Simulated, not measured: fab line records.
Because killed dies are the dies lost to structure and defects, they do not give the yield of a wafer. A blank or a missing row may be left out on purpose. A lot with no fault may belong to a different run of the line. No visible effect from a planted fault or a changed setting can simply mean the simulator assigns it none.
Lot-split experiment	flow sfq_line	23 wafers read from 5 lots, route of 325 steps

== THE SPLIT ==
At SFQ_TRILAYER_M0_LITHO_COAT_021 (resist thk 600 nm), the setting resist_thk_nm was moved away from the recipe's 600 nm on 8 of the 23 wafers read, by -4.4% to +5.1%. All remaining wafers had this setting at the recipe value.

== THE PATH FROM SPLIT TO READING: the file shows 1 step between them ==
- SFQ_TRILAYER_M0_BARC_OPEN_METAL_ETCH_031: etches BARC in O2, target depth 125 nm, time 41.7 s (also split here: bias_w)

== THE READING ==
KrF_of_TRILAYER_M0_LITHO_COAT_021.thk_nm (the simulator's own value, which no gauge read), in nm, at SFQ_TRILAYER_M0_ETCH_METAL_ETCH_024 (etches Nb in Cl2/Ar, stops on SiO2, target depth 240 nm, time 120 s). The file does not state a usual value for it. Average 382.9 nm, standard deviation 2.2 nm, over the 15 wafers here run with the recipe.

wafer	tool, chamber at the split	resist_thk_nm as run, nm	against the recipe	KrF_of_TRILAYER_M0_LITHO_COAT_021.thk_nm, nm	against lot-mates on the recipe
L074.4	litho_track-02, 0	600	recipe	380.7	-
L074.5	litho_track-02, 0	600	recipe	382.8	-
L074.6	litho_track-02, 0	600	recipe	381.8	-
L076.1	litho_track-04, 0	630.5	+5.1%	411.9	+31.2
L076.2	litho_track-04, 0	630.5	+5.1%	409.9	+29.2
L076.3	litho_track-04, 0	600	recipe	380.5	-
L076.4	litho_track-04, 0	630.5	+5.1%	410.8	+30.2
L076.6	litho_track-04, 0	600	recipe	380.8	-
L080.1	litho_track-02, 0	573.6	-4.4%	353.8	-26.6
L080.2	litho_track-02, 0	573.6	-4.4%	352.9	-27.5
L080.4	litho_track-02, 0	600	recipe	381.5	-
L080.5	litho_track-02, 0	573.6	-4.4%	355.2	-25.2
L080.6	litho_track-02, 0	600	recipe	379.2	-
L084.2	litho_track-03, 0	600	recipe	384.4	-
L084.3	litho_track-03, 0	600	recipe	387.4	-
L084.4	litho_track-03, 0	600	recipe	383.7	-
L084.5	litho_track-03, 0	600	recipe	384.2	-
L084.6	litho_track-03, 0	600	recipe	385.2	-
L085.1	litho_track-02, 0	624.5	+4.1%	408.2	+24.2
L085.2	litho_track-02, 0	624.5	+4.1%	409.7	+25.7
L085.3	litho_track-02, 0	600	recipe	384.8	-
L085.5	litho_track-02, 0	600	recipe	385.5	-
L085.6	litho_track-02, 0	600	recipe	381.6	-

THE FIT
A straight line over all 23 wafers: KrF_of_TRILAYER_M0_LITHO_COAT_021.thk_nm changes by +6.08 nm for each +1% of resist_thk_nm; r = +0.99; the points scatter about the line by 2.4 nm.
The same after taking each lot's own level away (the mean of its wafers on the recipe; 23 wafers): +6 nm for each +1%; r = +1.00; scatter 1.2 nm.
The reading moves by 30 nm for the largest change in resist_thk_nm, on that fit.
Across the lots, their own levels run from 380.35 to 384.98 nm, a range of 2.1 times the standard deviation given above.
Hence the lot-to-lot level has little effect on the slope; both slopes agree.
Check: with one of the wafers moved furthest among these (+5.1%) left out of the fit, the line predicts +30.3 nm for it against its lot-mates. Against them it came out at +31.2 nm.

== THE OTHER SPLITS THESE WAFERS WENT THROUGH ==
Other splits were also applied to these wafers ahead of the reading. Each is held against what the fit with the lots' levels taken away leaves over:
other split on the same wafers	wafers away from the commonest value	r with KrF_of_TRILAYER_M0_LITHO_COAT_021.thk_nm (lot level and that fit taken away)
SFQ_TRILAYER_L0_DEP_SPUTTER_003 time_s	11	+0.00
SFQ_TRILAYER_L0_BARC_OPEN_METAL_ETCH_010 icp_w	8	-0.15
SFQ_TRILAYER_L0_VIA_LITHO_COAT_018 spin_rpm	7	+0.34
SFQ_TRILAYER_M0_BARC_OPEN_METAL_ETCH_031 bias_w	5	-0.10

== THE WHOLE CHAIN: every reading that the file lists as answering this split, in the file's order ==
step	what it does	reading	change (the file's fit)	r (the file's)
SFQ_TRILAYER_M0_LITHO_COAT_021	resist thk 600 nm	KrF_of_TRILAYER_M0_LITHO_COAT_021.thk_nm (the simulator's own value, which no gauge read)	+6.13 nm for each +1% of the setting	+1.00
SFQ_TRILAYER_M0_ETCH_METAL_ETCH_024	etches Nb in Cl2/Ar, stops on SiO2, target depth 240 nm, time 120 s	KrF_of_TRILAYER_M0_LITHO_COAT_021.thk_nm (the simulator's own value, which no gauge read)	+6 nm for each +1% of the setting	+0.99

== THE FILE'S OWN FIT ==
KrF_of_TRILAYER_M0_LITHO_COAT_021.thk_nm changes by +6 nm for each +1% of resist_thk_nm, r = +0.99.
